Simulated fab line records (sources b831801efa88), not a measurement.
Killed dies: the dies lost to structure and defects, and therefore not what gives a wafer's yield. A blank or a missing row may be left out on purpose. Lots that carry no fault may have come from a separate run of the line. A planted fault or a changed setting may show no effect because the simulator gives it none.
Which tool was responsible? ; flow sky130 ; 14 lots, 42 wafers sampled, at 6 steps of a route of 708

== WHAT EACH GAUGE READ, for each wafer ==
SKY_FIELD_ISO_BOW_MEAS_00. Usual: INCOMING_BOW typically reads -1 um, with standard deviation 6.8.
lot;measured;on;INCOMING_BOW (um);flag
L897;day 1 10:00;film metro-02;-7 8 -1;
L899;day 1 20:01;film metro-01;9 3 -3;
L900;day 2 01:04;film metro-02;-13 12 3;
L902;day 2 11:00;film metro-03;-8 1 12;
L904;day 2 21:02;film metro-02;-6 5 -8;
L907;day 3 12:00;film metro-03;5 2 10;
L909;day 3 22:01;film metro-02;4 -5 8;
L913;day 4 18:00;film metro-02;-8 13 5;
L914;day 4 23:02;film metro-03;2 -1 8;
L916;day 5 09:00;film metro-01;-7 -5 9;
L917;day 5 14:00;film metro-03;2 11 6;
L918;day 5 19:00;film metro-02;3 -4 -5;
L919;day 6 00:01;film metro-03;0 -1 2;
L920;day 6 05:02;film metro-02;-5 -7 -14;

SKY_FIELD_ISO_THK_MEAS_02. Usual: FIELD_ISO_OXIDATION_00_THK typically reads 11.89 nm, with standard deviation 0.21.
lot;measured;on;FIELD_ISO_OXIDATION_00_THK (nm);flag
L897;day 1 13:52;film metro-03;11.76 11.63 11.86;
L899;day 1 22:31;film metro-02;11.87 11.96 11.82;
L900;day 2 02:40;film metro-02;12.21 12.00 11.94;
L902;day 2 15:34;film metro-02;11.94 11.65 11.74;
L904;day 3 04:03;film metro-01;11.79 11.76 11.89;
L907;day 3 14:40;film metro-01;11.93 11.99 11.69;
L909;day 4 00:35;film metro-03;11.84 11.88 11.82;
L913;day 4 19:38;film metro-02;11.57 11.50 11.58;
L914;day 5 01:41;film metro-02;12.20 12.09 11.94;
L916;day 5 13:19;film metro-01;11.58 11.62 11.54;
L917;day 5 16:35;film metro-01;12.14 12.42 12.24;
L918;day 5 21:31;film metro-02;11.96 12.11 11.85;
L919;day 6 04:11;film metro-01;11.96 11.98 11.98;
L920;day 6 07:30;film metro-02;11.74 11.65 11.65;

SKY_PWDE_OVL_MEAS_07. Usual: PWDE_OVL typically reads 0.5 nm, with standard deviation 1.3.
lot;measured;on;PWDE_OVL (nm);flag
L897;day 4 03:26;overlay-02;-0.2 -0.9 1.2;
L899;day 4 19:25;overlay-02;-0.1 -1.1 0.9;
L900;day 4 18:45;overlay-01;0.0 1.3 2.0;
L907;day 6 02:47;overlay-01;1.1 0.2 -0.5;
L909;day 6 14:56;overlay-02;0.4 0.1 1.0;
L913;day 7 18:02;overlay-02;-0.1 1.5 0.9;
L914;day 8 01:11;overlay-01;-0.2 1.4 -1.3;
L916;day 8 09:32;overlay-02;2.9 1.3 0.6;
L917;day 8 15:35;overlay-02;-1.3 -1.1 -2.3;
L918;day 8 18:22;overlay-01;1.0 1.4 2.3;
L919;day 9 00:11;overlay-01;2.5 2.7 2.5;
L920;day 9 05:03;overlay-01;-0.4 -0.4 0.3;

== WHAT TOOL EACH LOT RAN ON (gives the tool, then ch and the chambers of the sampled wafers, and finally the start) ==
lot;SKY_FIELD_ISO_ETCH_14;SKY_FIELD_ISO_ETCH_15;SKY_FIELD_ISO_STRIP_16
L897;rie diel-04 ch 0,1, day 2 08:03;rie diel-04 ch 0,1, day 2 08:05;plasma asher-02 ch 0,1, day 2 08:09
L899;rie diel-01 ch 0,1,2, day 2 16:02;rie diel-01 ch 0,1,2, day 2 16:05;plasma asher-02 ch 0,1, day 2 16:08
L900;rie diel-02 ch 1,2, day 2 20:11;rie diel-02 ch 1,2, day 2 20:14;plasma asher-01 ch 0,1, day 2 20:19
L902;rie diel-02 ch 0,3, day 3 08:58;rie diel-02 ch 0,3, day 3 09:00;plasma asher-02 ch 0,1, day 3 09:04
L904;rie diel-02 ch 0,2,3, day 3 22:05;rie diel-02 ch 0,2,3, day 3 22:08;plasma asher-02 ch 0,1, day 3 22:13
L907;rie diel-01 ch 0,1,2, day 4 08:41;rie diel-01 ch 0,1,2, day 4 08:44;plasma asher-02 ch 0,1, day 4 08:47
L909;rie diel-01 ch 1,2,3, day 4 20:46;rie diel-01 ch 1,2,3, day 4 20:48;plasma asher-04 ch 0,1, day 4 20:52
L913;rie diel-01 ch 0,2,3, day 5 16:12;rie diel-01 ch 0,2,3, day 5 16:14;plasma asher-01 ch 0,1, day 5 16:18
L914;rie diel-01 ch 2,3, day 5 20:49;rie diel-01 ch 2,3, day 5 20:51;plasma asher-04 ch 0,1, day 5 20:56
L916;rie diel-02 ch 0,1,2, day 6 09:37;rie diel-02 ch 0,1,2, day 6 09:39;plasma asher-04 ch 0,1, day 6 09:42
L917;rie diel-04 ch 0,2, day 6 14:02;rie diel-04 ch 0,2, day 6 14:05;plasma asher-02 ch 0,1, day 6 14:08
L918;rie diel-04 ch 0,1, day 6 17:44;rie diel-04 ch 0,1, day 6 17:47;plasma asher-02 ch 0,1, day 6 17:50
L919;rie diel-04 ch 0,3, day 7 00:46;rie diel-04 ch 0,3, day 7 00:48;plasma asher-04 ch 0,1, day 7 00:51
L920;rie diel-04 ch 0,1,3, day 7 05:59;rie diel-04 ch 0,1,3, day 7 06:02;plasma asher-02 ch 0,1, day 7 06:07
- SKY_FIELD_ISO_ETCH_14: etches BARC in N2/H2, stops on SiO2, time 45.9 s, target depth 60 nm.
- SKY_FIELD_ISO_ETCH_15: etches the open film in CHF3/O2, stops on Si, target depth 180 nm, time 72 s.
- SKY_FIELD_ISO_STRIP_16: strips in O2/N2.

== WHAT THE TOOLS THEMSELVES READ (means of the sampled wafers that have a number; where no wafer has one, the mark that the record gives instead) ==
SKY_FIELD_ISO_ETCH_14. Usual: drypump motor current A 5.9 A, standard deviation 0.44; h2 flow sccm 199.9 sccm, standard deviation 0.61; oes product au 0.854 a.u., standard deviation 0.0048; rf fwd power W 495.0 W, standard deviation 2.2; run length s 74.1 s, standard deviation 0.39; throttle valve pct 13.225 %, standard deviation 0.0088.
lot;tool;drypump motor current A (A);h2 flow sccm (sccm);oes product au (a.u.);rf fwd power W (W);run length s (s);throttle valve pct (%);flag
L897;rie diel-04;6.0;200.4;0.849;494.1;74.0;13.236;
L899;rie diel-01;6.2;200.3;0.855;494.5;74.5;13.224;
L900;rie diel-02;6.4;200.3;0.861;495.2;73.9;13.228;
L902;rie diel-02;5.4;200.0;1.001;-;52.4;13.239;OFF
L904;rie diel-02;5.8;199.6;0.999;-;52.5;13.243;OFF
L907;rie diel-01;6.2;199.6;0.848;495.8;74.3;13.220;
L909;rie diel-01;6.0;200.4;0.854;494.8;74.4;13.218;
L913;rie diel-01;5.7;199.8;0.857;496.6;74.3;13.221;
L914;rie diel-01;5.8;199.4;0.853;496.1;74.7;13.231;
L916;rie diel-02;6.2;200.1;0.854;495.3;74.2;13.219;
L917;rie diel-04;5.7;199.1;0.851;494.2;74.2;13.226;
L918;rie diel-04;6.0;200.0;0.854;493.9;74.0;13.217;
L919;rie diel-04;5.9;200.1;0.853;495.3;74.0;13.222;
L920;rie diel-04;6.0;199.7;0.855;493.6;73.9;13.230;

SKY_FIELD_ISO_ETCH_15. Usual: drypump motor current A 5.9 A, standard deviation 0.44; oes product au 0.946 a.u., standard deviation 0.0065; rf fwd power W 595.6 W, standard deviation 2.1; run length s 100.2 s, standard deviation 0.42; throttle valve pct 8.844 %, standard deviation 0.0095.
lot;tool;drypump motor current A (A);oes product au (a.u.);rf fwd power W (W);run length s (s);throttle valve pct (%);flag
L897;rie diel-04;6.0;0.943;594.9;100.4;8.841;
L899;rie diel-01;6.2;0.951;595.4;100.5;8.834;
L900;rie diel-02;6.3;0.944;596.4;99.7;8.836;
L902;rie diel-02;5.4;0.375;596.4;100.1;8.669;OFF
L904;rie diel-02;5.8;0.376;596.0;100.0;8.673;OFF
L907;rie diel-01;6.2;0.937;597.0;100.5;8.833;
L909;rie diel-01;6.0;0.948;596.4;100.6;8.844;
L913;rie diel-01;5.7;0.943;595.4;100.3;8.835;
L914;rie diel-01;5.8;0.946;596.5;100.5;8.833;
L916;rie diel-02;6.2;0.948;595.5;100.0;8.836;
L917;rie diel-04;5.7;0.950;595.1;100.3;8.849;
L918;rie diel-04;6.0;0.939;594.4;100.3;8.849;
L919;rie diel-04;5.9;0.944;596.0;99.8;8.848;
L920;rie diel-04;6.0;0.958;593.3;100.1;8.854;

SKY_FIELD_ISO_STRIP_16. Usual: drypump motor current A 5.5 A, standard deviation 0.49; oes product au 0.380 a.u., standard deviation 0.0045; strip time to endpoint s 3.585 s, standard deviation 0.027.
lot;tool;drypump motor current A (A);oes product au (a.u.);strip time to endpoint s (s);flag
L897;plasma asher-02;5.0;0.375;3.550;
L899;plasma asher-02;5.2;0.383;3.575;
L900;plasma asher-01;6.2;0.381;3.580;
L902;plasma asher-02;5.2;0.389;3.804;OFF
L904;plasma asher-02;5.0;0.387;3.774;OFF
L907;plasma asher-02;5.2;0.378;3.577;
L909;plasma asher-04;5.5;0.381;3.628;
L913;plasma asher-01;6.2;0.381;3.599;
L914;plasma asher-04;5.7;0.383;3.600;
L916;plasma asher-04;5.7;0.376;3.622;
L917;plasma asher-02;5.0;0.380;3.560;
L918;plasma asher-02;5.0;0.380;3.599;
L919;plasma asher-04;5.5;0.378;3.570;
L920;plasma asher-02;5.0;0.382;3.569;

== THE ANSWER, worked out from the rows above alone ==
Rule: take the mean of a lot's wafers that have a number; if it is more than 3 standard deviations from the usual mean, the lot is off. Also off: a lot with no number at a reading for which 4 or more lots have one. The other lots that the step has rows for count as sound. Order of review: gauges by route order, followed by the tools' own readings, for which a lot's mean as printed above is used. At the first step where some lot is off, the reading lying furthest off is the one used; lots without a number count as furthest.
Off at SKY_FIELD_ISO_ETCH_14 (rf fwd power W): L902, L904. Without a number there: L902, L904.
A tool fits if, at that step or a process step before it, it ran every lot that is off, and no sound lot after the first of them. Not one of the candidates tried fits.

== WHAT HAD BEEN PUT IN BY THE SIMULATOR ==
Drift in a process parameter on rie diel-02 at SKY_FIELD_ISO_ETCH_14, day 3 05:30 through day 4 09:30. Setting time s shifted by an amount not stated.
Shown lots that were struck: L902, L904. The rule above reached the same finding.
